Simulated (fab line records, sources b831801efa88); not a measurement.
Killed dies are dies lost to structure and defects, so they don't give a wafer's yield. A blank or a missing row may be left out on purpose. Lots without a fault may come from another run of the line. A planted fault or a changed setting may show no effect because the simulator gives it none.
One fault seen from 2 desks | flow sky130 | each desk has only its own numbers; what lay behind them comes last

THE TOOL OWNER'S DESK: lpcvd-01
The tool's own readings at SKY_POLY_GATE_CVD_00 (deposits poly-Si, target thk 180 nm, time 720 s): means of the sampled wafers that have a number, for each lot that ran on this tool. A lot is out of limits, marked OUT, if its mean lies more than 4 standard deviations from the usual mean; the brackets give that distance.
Columns: A = susceptor_temp_C at SKY_POLY_GATE_CVD_00, usual 620.0 C; B = zone_power_bottom_pct at SKY_POLY_GATE_CVD_00, usual 13.7 %; C = zone_power_lower_pct at SKY_POLY_GATE_CVD_00, usual 8.4 %
lot  | first seen here | A     | B    | C
L293 | day 14 10:19    | 620.7 | 13.1 | 7.7
L298 | day 16 08:16    | 620.3 | 14.2 | 9.1
L300 | day 16 21:42    | 619.6 | 13.2 | 7.8
L301 | day 17 02:29    | 620.0 | 14.2 | 9.1
L302 | day 17 20:11    | 620.0 | 14.2 | 9.1
L303 | day 18 00:34    | 619.9 | 14.2 | 9.0
L304 | day 18 12:59    | 620.3 | 13.4 | 7.8
L305 | day 18 21:15    | 619.9 | 13.1 | 7.8
L306 | day 19 01:21    | 620.4 | 13.2 | 7.8
L314 | day 21 20:20    | 620.4 | 14.2 | 9.1
L315 | day 22 02:08    | 619.7 | 14.1 | 9.0
This desk's finding: nothing out of limits on any of the 11 lots.

THE METROLOGY DESK
What the gauges read, lot by lot, whatever tool the lot ran on: means of the sampled wafers that have a number. A lot is out of limits, marked OUT, if its mean lies more than 4 standard deviations from the usual mean; the brackets give that distance.
Columns: A = POLY_GATE_CVD_00_THK at SKY_POLY_GATE_THK_MEAS_01, usual 179.4 nm; B = METAL1_OVL at SKY_METAL1_OVL_MEAS_16, usual 3 nm
lot  | first seen here | A                | B
L293 | day 14 11:31    | 179.0            | 5
L298 | day 16 09:28    | 181.2            | 3
L300 | day 16 22:54    | 179.4            | 3
L301 | day 17 03:41    | 178.7            | -3
L302 | day 17 21:23    | 180.9            | -1
L303 | day 18 01:46    | 178.8            | -3
L304 | day 18 14:11    | 165.5 (-9.9) OUT | 6
L305 | day 18 22:27    | 166.1 (-9.5) OUT | -1
L306 | day 19 02:34    | 165.8 (-9.7) OUT | 11
L314 | day 21 21:32    | 177.4            | -2
L315 | day 22 03:20    | 179.3            | 7
This desk's finding: out of limits on L304, L305, L306; first on L304, day 18 14:11 (POLY_GATE_CVD_00_THK at SKY_POLY_GATE_THK_MEAS_01). In limits: L293, L298, L300, L301, L302, L303, L314, L315.

PUT TOGETHER
The metrology desk could have raised an alarm at day 18 14:11, on L304, L305, L306.
The tool owner's desk saw nothing out of limits.
The tool owner's desk has L304, L305, L306 on record, within its limits.
Of the lots named, all ran SKY_POLY_GATE_CVD_00 on lpcvd-01.

WHAT THE SIMULATOR HAD PUT IN
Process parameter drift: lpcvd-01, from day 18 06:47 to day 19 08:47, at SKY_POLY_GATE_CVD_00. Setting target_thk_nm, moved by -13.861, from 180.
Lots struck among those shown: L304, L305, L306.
Hours from the fault's start to each desk's first reading out of limits: the metrology desk, 7.
